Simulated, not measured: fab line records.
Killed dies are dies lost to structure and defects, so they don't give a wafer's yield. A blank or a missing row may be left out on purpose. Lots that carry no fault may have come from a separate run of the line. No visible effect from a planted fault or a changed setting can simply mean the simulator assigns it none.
fab line records    flow sky130
[record] lots = 6  wafers = 18  last-day = 50
route steps=708 shown METAL4@634 VIA4@639 PAD_OPEN@708
lots that met no fault: from a run of the same line without faults
start-h: hours from the record's first day to the start of the lot's first wafer shown    wait-h: how many hours have passed since the lot's step before this one    " the same as in the row above    L1.1+2: one row covering several wafers at once    - no value, or no start was given    * or withheld: withheld    < > ~ a bound
route shown NAME@n: names a module that has steps shown in the file, with the first one's number in the route    usual: mean/standard deviation taken from wafers without a fault    same: alike in all rows    chamber/n: place in a boat    sites: the reading at each site    _std_site: how widely they spread, as a standard deviation    _edge_site: inner sites' mean taken away from outer sites' mean    radius-mm: how far each site lies from the wafer's centre    mask NAME#n: copy n    behind: the tool/chamber that last shaped the wafer    hold: the reason the lot was held/the length of the hold in hours/how it ended    device: the n, p or np transistor that did not switch    end of line: at the end of the route, the tests of the same wafers    a step with no rows: only its recipe    killed: the dies lost at the first sort to structure and to defects; this is not the yield of the wafer    map: the dies of a wafer, with x for killed, . for not killed, _ for no die there
set.NAME: the run value of the setting; set.NAME@STEP: its run value at that earlier step    model.NAME: the simulator's own value behind a step, which no gauge read
lots seen at some steps along the route; tables by step, rows by wafer
services: from which hour (start-h, from the record's first day; less than 0 if before it) a tool's chamber was out of use, for how many hours, and why
[[steps]]
[step SKY_METAL4_METAL_ETCH_18]
[recipe] target-depth-a = 8450  stop-on = SiO2  over-etch-frac = 0.3  time-s = 183.1  chemistry = Cl2/BCl3  resist-sidewall-deg = 88  pressure-mtorr = 10  icp-w = 900  bias-w = 48.5  Cl2_flow_sccm = 60  bcl3-flow-sccm = 30
[usual] drypump-motor-current-A = 5.6/0.6  he-backside-leak-sccm = 3.4/0.32  oes-product-au = 0.862/0.0066  rf-fwd-power-W = 896.7/2.9  throttle-valve-pct = 22.264/0.0091
[same] time-s = 183.1
lot.wafer  tool          chamber  start-h  wait-h  drypump-motor-current-A  he-backside-leak-sccm  oes-product-au  rf-fwd-power-W  rf-hours-counter-h  throttle-valve-pct
L303.1     rie-metal-02  0        1003.87  0.0     5.0                      3.6                    0.849           898.6           13                  22.263
L303.3     "             0        "        "       5.0                      3.6                    0.854           902.3           -                   22.261
L303.6     "             1        "        "       6.4                      3.1                    0.852           891.7           -                   22.262
L308.1     rie-metal-01  0        1047.76  0.0     5.2                      3.1                    0.858           894.8           18                  22.264
L308.3     "             1        "        "       5.3                      3.2                    0.860           896.3           -                   22.262
L308.6     "             1        "        "       5.3                      3.2                    0.852           897.0           -                   22.270
L311.2     rie-metal-02  0        1051.36  0.0     5.0                      3.5                    0.854           901.8           16                  22.251
L311.3     "             0        "        "       5.0                      3.5                    0.872           900.5           -                   22.253
L311.6     "             0        "        "       5.0                      3.6                    0.858           894.4           -                   22.273
L314.1     rie-metal-04  0        1072.41  0.0     6.3                      3.8                    0.860           894.0           21                  22.273
L314.2     "             1        "        "       5.1                      3.5                    0.866           905.9           17                  22.260
L314.3     "             1        "        "       5.1                      3.5                    0.859           901.3           -                   22.251
L319.3     rie-metal-01  0        1106.16  0.1     5.3                      3.2                    0.859           897.9           -                   22.263
L319.4     "             1        "        "       5.4                      3.2                    0.861           898.9           -                   22.275
L319.5     "             0        "        "       5.2                      3.4                    0.867           897.8           -                   22.270
L322.1     rie-metal-02  1        1122.87  0.0     6.4                      3.2                    0.859           890.8           12                  22.265
L322.3     "             1        "        "       6.5                      3.2                    0.863           892.4           -                   22.268
L322.6     "             1        "        "       6.5                      3.2                    0.865           893.8           -                   22.277
[step SKY_METAL4_STRIP_19]
[recipe] chemistry = O2/N2  power-w = 1400  pressure-mtorr = 1500  platen-temp-c = withheld  o2-flow-sccm = 3000  n2-flow-sccm = 300  overash-fraction = 0.5
[usual] drypump-motor-current-A = 5.5/0.45  n2-flow-sccm = 300.4/0.86  oes-product-au = 0.501/0.0051  strip-time-to-endpoint-s = 6.52/0.065
lot.wafer  tool             chamber  start-h  wait-h  drypump-motor-current-A  n2-flow-sccm  oes-product-au  rf-hours-counter-h  strip-time-to-endpoint-s
L303.1     plasma-asher-04  1        1004.05  0.1     5.8                      301.9         0.495           122                 6.44
L303.3     "                0        "        "       5.1                      300.3         0.496           -                   6.53
L303.6     "                1        "        "       5.8                      301.1         0.511           -                   6.43
L308.1     plasma-asher-01  1        1047.93  0.1     5.0                      301.0         0.503           60                  6.56
L308.3     "                0        "        "       6.1                      300.0         0.507           -                   6.50
L308.6     "                0        "        "       6.1                      300.1         0.504           -                   6.52
L311.2     plasma-asher-01  1        1051.53  0.1     5.0                      299.0         0.502           61                  6.53
L311.3     "                0        "        "       6.1                      299.6         0.500           -                   6.56
L311.6     "                0        "        "       6.1                      299.0         0.503           -                   6.56
L314.1     plasma-asher-04  0        1072.59  0.1     5.1                      300.5         0.497           1                   6.40
L314.2     "                1        "        "       5.8                      298.9         0.490           1                   6.37
L314.3     "                1        "        "       5.8                      299.1         0.498           -                   6.36
L319.3     plasma-asher-04  1        1106.32  0.1     5.8                      300.6         0.505           -                   6.62
L319.4     "                0        "        "       5.1                      300.3         0.495           -                   6.62
L319.5     "                0        "        "       5.1                      299.7         0.514           -                   6.64
L322.1     plasma-asher-04  0        1123.05  0.1     5.1                      301.7         0.501           4                   6.46
L322.3     "                1        "        "       5.9                      300.7         0.505           -                   6.44
L322.6     "                1        "        "       5.8                      300.1         0.499           -                   6.42
[step SKY_METAL4_STRIP_20]
[recipe] chemistry = post-etch-residue-remover  time-s = 1200  temp-c = 72.5
[step SKY_METAL4_CLEAN_21]
[recipe] chemistry = IPA  time-s = 180  temp-c = 25
[step SKY_METAL4_CLEAN_22]
[recipe] chemistry = O3/DIW  dry = n2-spin
[step SKY_VIA4_HDPCVD_00]
[recipe] material = SiO2  target-thk-nm = 1750  sigma-open-frac = 0.3  time-s = 291.7  temp-c = 400  sih4-flow-sccm = 60  pressure-mtorr = 6
[step SKY_VIA4_THK_MEAS_01]
[recipe] reads = SiO2_of_VIA4_HDPCVD_00
[usual] VIA4_HDPCVD_THK = 1748/21
lot.wafer  tool           chamber  start-h  wait-h  VIA4_HDPCVD_THK[nm]
L303.1     film-metro-01  -        1004.86  0.1     1747
L303.3     "              -        "        "       1775
L303.6     "              -        "        "       1749
L308.1     film-metro-04  -        1048.70  0.1     1760
L308.3     "              -        "        "       1762
L308.6     "              -        "        "       1775
L311.2     film-metro-04  -        1052.32  0.1     1724
L311.3     "              -        "        "       1759
L311.6     "              -        "        "       1731
L314.1     film-metro-04  -        1073.40  0.1     1758
L314.2     "              -        "        "       1747
L314.3     "              -        "        "       1739
L319.3     film-metro-04  -        1107.08  0.1     1729
L319.4     "              -        "        "       1738
L319.5     "              -        "        "       1720
L322.1     film-metro-02  -        1123.82  0.1     1783
L322.3     "              -        "        "       1752
L322.6     "              -        "        "       1776
[step SKY_VIA4_CMP_02]
[recipe] material = SiO2  down-force-psi = 4  platen-rpm = 60  pad-velocity-m-s = 0.94248
[usual] motor-current-A = 11.4/1.2  slurry-flow-ml-min = 149.9/0.49
lot.wafer  tool    chamber  start-h  wait-h  motor-current-A  slurry-flow-ml-min
L303.1     cmp-02  0        1005.03  0.2     12.8             150.5
L303.3     "       2        "        "       9.6              149.1
L303.6     "       1        "        "       11.7             150.2
L308.1     cmp-02  3        1048.81  0.1     10.5             150.0
L308.3     "       1        "        "       11.9             149.3
L308.6     "       3        "        "       10.5             150.1
L311.3     cmp-02  0        1052.37  0.0     12.5             149.6
L311.2     "       3        "        "       10.9             149.3
L311.6     "       1        "        "       13.1             149.7
L314.2     cmp-02  3        1073.51  0.1     11.1             150.5
L314.1     "       0        "        "       13.0             149.3
L314.3     "       1        "        "       11.7             150.8
L319.4     cmp-02  2        1107.12  0.0     9.6              150.4
L319.3     "       1        "        "       11.8             149.8
L319.5     "       2        "        "       9.8              150.4
L322.3     cmp-02  3        1123.93  0.1     11.0             150.5
L322.1     "       1        "        "       11.9             150.2
L322.6     "       2        "        "       9.2              150.3
[step SKY_VIA4_BOW_MEAS_03]
[recipe] mode = bow
[usual] VIA4_BOW = 79/8.9
lot.wafer  tool           chamber  start-h  wait-h  VIA4_BOW[um]
L303.1     film-metro-01  -        1005.33  0.2     77
L303.3     "              -        "        "       85
L303.6     "              -        "        "       57
L308.1     film-metro-04  -        1049.06  0.2     84
L308.3     "              -        "        "       68
L308.6     "              -        "        "       76
L311.2     film-metro-01  -        1052.69  0.1     83
L311.3     "              -        "        "       96
L311.6     "              -        "        "       84
L314.1     film-metro-01  -        1073.76  0.1     85
L314.2     "              -        "        "       74
L314.3     "              -        "        "       89
L319.3     film-metro-01  -        1107.46  0.1     69
L319.4     "              -        "        "       78
L319.5     "              -        "        "       83
L322.1     film-metro-02  -        1124.18  0.1     85
L322.3     "              -        "        "       75
L322.6     "              -        "        "       79
[step SKY_VIA4_DEHYDRATE_04]
[recipe] temp-c = 200  time-s = 60
[step SKY_VIA4_HMDS_05]
[recipe] prime-time-s = 60  prime-temp-c = 120
[step SKY_VIA4_COAT_06]
[recipe] resist = NOVOLAK  spin-rpm = 3000  resist-thk-nm = 1140
[step SKY_VIA4_SOFTBAKE_07]
[recipe] temp-c = 90  time-s = 60  resist = NOVOLAK
[usual] run-length-s = 89.31/0.25
lot.wafer  tool            chamber  start-h  wait-h  run-length-s
L303.1     litho-track-04  0        1016.35  0.1     88.81
L303.3     "               0        "        "       89.20
L303.6     "               0        "        "       88.94
L308.1     litho-track-02  0        1059.91  0.1     89.50
L308.3     "               0        "        "       89.32
L308.6     "               0        "        "       89.59
L311.2     litho-track-01  0        1062.99  0.1     89.46
L311.3     "               0        "        "       89.72
L311.6     "               0        "        "       89.57
L314.1     litho-track-02  0        1083.96  0.1     89.38
L314.2     "               0        "        "       89.47
L314.3     "               0        "        "       89.39
L319.3     litho-track-01  0        1117.16  0.1     89.55
L319.4     "               0        "        "       98.43
L319.5     "               0        "        "       89.35
L322.1     litho-track-01  0        1134.12  0.1     98.66
L322.3     "               0        "        "       89.43
L322.6     "               0        "        "       98.59
[step SKY_VIA4_EXPOSE_08]
[recipe] mask-id = VIM4  na = 0.6  source-shape = conventional  sigma-outer = 0.6  polarization = unpolarized  target-cd-nm = 800  dose-mj = 132
[step SKY_PAD_OPEN_PROBE_99]
[usual] defect-limited-yield = 82.6/1.8  killed_at_M0_to_M3 = 43/6.6  killed_at_M4_up = 2.9/1.6  killed-at-contacts = 24/4.9  killed-at-front-end = 15/4.5  killed-at-other = 0.2/0.45  killed-dies = 86/8.8  killed-open = 48/6.4  killed-short = 38/5.6  sort_bin_3_pad_short = 0.8/0.38  sort_bin_5_function = 10.2/1.4  sort_bin_6_memory = 6.4/1.1  sort-n-pass = 406/8.8  sort-yield-pct = 82.6/1.8
[same] gross-dies = 492  killed-at-back-side = 0  sort_bin_4_leakage[%] = 0  sort_bin_8_speed[%] = 0
lot.wafer  tool       chamber  start-h  wait-h  defect-limited-yield[%]  killed_at_M0_to_M3  killed_at_M4_up  killed-at-contacts  killed-at-front-end  killed-at-other  killed-dies  killed-open  killed-short  sort_bin_3_pad_short[%]  sort_bin_5_function[%]  sort_bin_6_memory[%]  sort-n-pass  sort-yield-pct[%]
L303.1     prober-01  -        1097.07  0.1     83.9                     34                  3                30                  12                   0                79           48           31            0.2                      10.8                    5.1                   413          83.9
L303.3     prober-01  -        1097.17  0.2     82.3                     44                  2                28                  13                   0                87           44           43            0.8                      11.2                    5.7                   405          82.3
L303.6     prober-01  -        1097.32  0.2     85.4                     38                  3                18                  13                   0                72           40           32            1.2                      8.5                     4.9                   420          85.4
L308.1     prober-01  -        1136.93  0.1     79.3                     49                  2                33                  18                   0                102          51           51            1.6                      10.8                    8.3                   390          79.3
L308.3     prober-01  -        1137.03  0.2     81.5                     39                  2                34                  15                   1                91           59           32            0.6                      11.0                    6.9                   401          81.5
L308.6     prober-01  -        1137.18  0.2     81.1                     53                  3                26                  11                   0                93           45           48            1.4                      12.0                    5.5                   399          81.1
L311.2     prober-02  -        1140.08  0.1     83.1                     45                  6                15                  17                   0                83           45           38            0.8                      9.3                     6.7                   409          83.1
L311.3     prober-02  -        1140.13  0.2     82.1                     51                  6                23                  7                    1                88           45           43            0.8                      9.6                     7.5                   404          82.1
L311.6     prober-02  -        1140.28  0.2     83.3                     38                  2                29                  13                   0                82           46           36            1.0                      10.2                    5.5                   410          83.3
L314.1     prober-01  -        1157.48  0.1     86.0                     32                  4                22                  10                   1                69           44           25            0.2                      8.5                     5.3                   423          86.0
L314.2     prober-01  -        1157.53  0.1     80.9                     52                  4                25                  12                   1                94           56           38            0.4                      10.8                    7.9                   398          80.9
L314.3     prober-01  -        1157.58  0.2     81.9                     49                  2                28                  10                   0                89           57           32            0.6                      11.4                    6.1                   403          81.9
L319.3     prober-02  -        1186.23  0.2     82.7                     46                  3                20                  16                   0                85           43           42            1.2                      9.8                     6.3                   407          82.7
L319.4     prober-02  -        1186.28  0.2     79.5                     45                  3                32                  21                   0                101          60           41            0.8                      12.8                    6.9                   391          79.5
L319.5     prober-02  -        1186.33  0.2     80.1                     53                  3                29                  13                   0                98           57           41            1.0                      11.6                    7.3                   394          80.1
L322.1     prober-01  -        1202.84  0.1     83.7                     39                  1                27                  13                   0                80           45           35            1.2                      8.1                     6.9                   412          83.7
L322.3     prober-01  -        1202.94  0.2     81.1                     53                  1                24                  14                   1                93           53           40            0.6                      10.8                    7.5                   399          81.1
L322.6     prober-01  -        1203.09  0.2     80.5                     55                  0                30                  11                   0                96           55           41            0.8                      13.0                    5.7                   396          80.5
// killed by level:class
L303.1 LI_CONTACT:geometric-particle:open=10 CONTACT:geometric-particle:open=9 VIA3:geometric-particle:open=8 VIA1:geometric-particle:open=6 VIA2:geometric-particle:short=5 CONTACT:geometric-particle:short=4 FIELD_ISO:geometric-particle:short=3 POLY_GATE:geometric-particle:open=3
L303.3 CONTACT:geometric-particle:open=13 VIA1:geometric-particle:open=11 LOCAL_INTERCONNECT:geometric-particle:short=7 METAL1:geometric-particle:short=6 METAL2:geometric-particle:short=6 VIA2:geometric-particle:open=6 FIELD_ISO:geometric-particle:short=5 VIA3:geometric-particle:open=5
L303.6 VIA1:geometric-particle:open=11 CONTACT:geometric-particle:open=8 VIA1:geometric-particle:short=5 METAL2:geometric-particle:short=5 FIELD_ISO:geometric-particle:open=4 FIELD_ISO:geometric-particle:short=3 LI_CONTACT:geometric-particle:open=3 LOCAL_INTERCONNECT:geometric-particle:open=3
L308.1 CONTACT:geometric-particle:open=14 VIA3:geometric-particle:open=10 FIELD_ISO:geometric-particle:short=8 METAL1:geometric-particle:short=8 LI_CONTACT:geometric-particle:open=7 VIA1:geometric-particle:open=7 VIA2:geometric-particle:open=5 CONTACT:geometric-particle:short=5
L308.3 LI_CONTACT:geometric-particle:open=12 VIA1:geometric-particle:open=12 CONTACT:geometric-particle:open=9 VIA3:geometric-particle:open=9 FIELD_ISO:geometric-particle:open=6 CONTACT:geometric-particle:short=6 FIELD_ISO:geometric-particle:short=5 LI_CONTACT:geometric-particle:short=4
L308.6 VIA1:geometric-particle:open=11 VIA3:geometric-particle:open=8 METAL3:geometric-particle:short=7 LI_CONTACT:geometric-particle:open=7 METAL1:geometric-particle:short=7 CONTACT:geometric-particle:open=7 CONTACT:geometric-particle:short=5 FIELD_ISO:geometric-particle:short=4
L311.2 VIA1:geometric-particle:open=11 VIA2:geometric-particle:open=8 FIELD_ISO:geometric-particle:short=6 LI_CONTACT:geometric-particle:open=6 VIA3:geometric-particle:open=6 METAL2:geometric-particle:short=5 VIA3:geometric-particle:short=5 FIELD_ISO:geometric-particle:open=4
L311.3 VIA1:geometric-particle:open=13 VIA3:geometric-particle:open=9 CONTACT:geometric-particle:open=8 LI_CONTACT:geometric-particle:open=6 CONTACT:geometric-particle:short=6 METAL1:geometric-particle:short=5 METAL2:geometric-particle:short=5 VIA1:geometric-particle:short=4
L311.6 LI_CONTACT:geometric-particle:open=10 CONTACT:geometric-particle:open=10 VIA1:geometric-particle:open=8 FIELD_ISO:geometric-particle:short=7 VIA3:geometric-particle:open=6 METAL1:geometric-particle:short=5 VIA1:geometric-particle:short=5 LI_CONTACT:geometric-particle:short=4
L314.1 CONTACT:geometric-particle:open=11 VIA1:geometric-particle:open=9 VIA3:geometric-particle:open=7 LI_CONTACT:geometric-particle:open=6 VIA1:geometric-particle:short=5 FIELD_ISO:geometric-particle:short=4 CONTACT:geometric-particle:short=3 FIELD_ISO:geometric-particle:open=2
L314.2 VIA1:geometric-particle:open=12 VIA3:geometric-particle:open=12 VIA1:geometric-particle:short=9 LI_CONTACT:geometric-particle:open=8 CONTACT:geometric-particle:open=7 CONTACT:geometric-particle:short=5 POLY_GATE:geometric-particle:short=4 LOCAL_INTERCONNECT:geometric-particle:short=4
L314.3 CONTACT:geometric-particle:open=15 VIA1:geometric-particle:open=11 VIA3:geometric-particle:open=10 LI_CONTACT:geometric-particle:open=5 METAL2:geometric-particle:short=5 FIELD_ISO:geometric-particle:open=4 VIA3:geometric-particle:short=4 METAL1:geometric-particle:open=4
L319.3 VIA1:geometric-particle:open=13 VIA1:geometric-particle:short=9 VIA2:geometric-particle:open=6 FIELD_ISO:geometric-particle:short=5 METAL2:geometric-particle:short=5 LI_CONTACT:geometric-particle:open=5 LOCAL_INTERCONNECT:geometric-particle:short=5 CONTACT:geometric-particle:open=4
L319.4 CONTACT:geometric-particle:open=14 VIA1:geometric-particle:open=12 VIA3:geometric-particle:open=9 METAL2:geometric-particle:short=7 LOCAL_INTERCONNECT:geometric-particle:short=7 FIELD_ISO:geometric-particle:open=6 LI_CONTACT:geometric-particle:open=6 FIELD_ISO:geometric-particle:short=4
L319.5 LI_CONTACT:geometric-particle:open=12 VIA3:geometric-particle:open=11 VIA2:geometric-particle:open=9 VIA1:geometric-particle:open=8 FIELD_ISO:geometric-particle:open=6 VIA1:geometric-particle:short=6 CONTACT:geometric-particle:open=6 METAL1:geometric-particle:short=6
L322.1 VIA1:geometric-particle:open=14 CONTACT:geometric-particle:open=8 LI_CONTACT:geometric-particle:open=7 FIELD_ISO:geometric-particle:short=6 METAL1:geometric-particle:short=6 CONTACT:geometric-particle:short=5 VIA1:geometric-particle:short=4 FIELD_ISO:geometric-particle:open=3
L322.3 VIA1:geometric-particle:open=16 CONTACT:geometric-particle:open=8 FIELD_ISO:geometric-particle:short=6 VIA2:geometric-particle:short=6 LOCAL_INTERCONNECT:geometric-particle:short=6 VIA3:geometric-particle:open=6 VIA2:geometric-particle:open=6 CONTACT:geometric-particle:short=4
L322.6 CONTACT:geometric-particle:open=11 VIA1:geometric-particle:open=11 VIA2:geometric-particle:open=10 METAL2:geometric-particle:short=8 VIA3:geometric-particle:open=8 LI_CONTACT:geometric-particle:open=6 METAL1:geometric-particle:short=6 LOCAL_INTERCONNECT:geometric-particle:short=5
[[services]]
tool             chamber  start-h  hours  kind
cmp-02           -        997.62   0.3    repair
cmp-02           -        1039.99  4.5    pm
plasma-asher-01  -        1050.13  1.3    repair
plasma-asher-04  -        1055.25  9.0    pm
plasma-asher-04  0        1055.25  9.0    vent-cycle
plasma-asher-04  1        1055.25  9.0    vent-cycle
plasma-asher-04  0        1064.25  -      clean
plasma-asher-04  1        1064.25  -      clean
plasma-asher-01  -        1064.93  1.5    repair
plasma-asher-04  -        1089.93  14.6   pm
cmp-02           -        1091.49  2.3    repair
cmp-02           -        1112.44  1.4    repair
rie-metal-01     1        1112.75  5.0    repair
cmp-02           -        1131.37  0.8    repair
[[key]]
[first-sign] step = SKY_VIA4_SOFTBAKE_07  reading = run-length-s  direction = up  sigmas = 37  usual = *  struck = *
effect none on later readings
met-at SKY_VIA4_SOFTBAKE_07
struck-wafers L319.4,L322.1,L322.6
onset-between 1062.99 1117.16
[fault] kind = process-parameter-drift  tool = litho-track-01  chamber = -  onset-h = 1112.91  steps = SKY_VIA4_SOFTBAKE_07  channel = time-s  offset = *  shape = step  end-h = 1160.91  scope = struck-wafers-only  acts-in = *  stated = *
